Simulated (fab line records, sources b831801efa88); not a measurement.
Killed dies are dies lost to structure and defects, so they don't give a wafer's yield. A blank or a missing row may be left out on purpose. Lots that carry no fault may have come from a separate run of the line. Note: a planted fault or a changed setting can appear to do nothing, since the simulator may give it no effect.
Matching of chambers + flow sky130 + cmp-01 running SKY_VIA2_CMP_02: 4 sister chambers
The step polishes SiO2. 8 wafers are shown with their chamber, then 12 later ones without.

== EACH WAFER AND ITS CHAMBER ==
| wafer  | chamber | motor current A (A) |
|--------|---------|---------------------|
| L084.6 | 1       | 10.7                |
| L083.5 | 3       | 10.4                |
| L087.3 | 0       | 14.5                |
| L087.4 | 3       | 10.3                |
| L087.6 | 2       | 10.3                |
| L088.1 | 1       | 11.4                |
| L088.3 | 0       | 14.2                |
| L088.6 | 2       | 10.4                |

== WAFERS MISSING THEIR CHAMBER ==
| wafer  | motor current A (A) |
|--------|---------------------|
| L089.2 | 13.8                |
| L089.3 | 10.3                |
| L089.5 | 14.6                |
| L090.1 | 10.9                |
| L090.3 | 10.7                |
| L090.4 | 14.1                |
| L093.1 | 10.6                |
| L093.2 | 10.6                |
| L093.3 | 11.2                |
| L097.1 | 11.1                |
| L097.2 | 13.6                |
| L097.4 | 9.9                 |

== WHICH CHAMBER EACH ONE RAN IN ==
| wafer  | from the rows above          | in truth |
|--------|------------------------------|----------|
| L089.2 | 0                            | 0        |
| L089.3 | can't be placed: 2 or 3      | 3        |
| L089.5 | 0                            | 0        |
| L090.1 | can't be placed: 1 or 2 or 3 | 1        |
| L090.3 | can't be placed: 2 or 3 or 1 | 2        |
| L090.4 | 0                            | 0        |
| L093.1 | can't be placed: 2 or 3 or 1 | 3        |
| L093.2 | can't be placed: 2 or 3 or 1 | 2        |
| L093.3 | 1                            | 1        |
| L097.1 | 1                            | 1        |
| L097.2 | 0                            | 0        |
| L097.4 | can't be placed: 2 or 3      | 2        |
6 of 12 placed correctly. From these rows, 6 cannot be placed; in 6 the true chamber is one of the candidates. Placed wrongly: 0.
How it was worked out, from the rows above alone: a wafer's distance from a chamber is the root of the sum, over the readings, of the square of ((its reading less the chamber's mean) divided by the reading's scatter). The wafer belongs to the nearest chamber; if the next one is less than 2 further off, it can't be placed. A chamber's mean is the mean of its shown wafers. The scatter: the root of (the sum of the squares of (reading less its chamber's mean) over the shown wafers, divided by (wafers less chambers)).
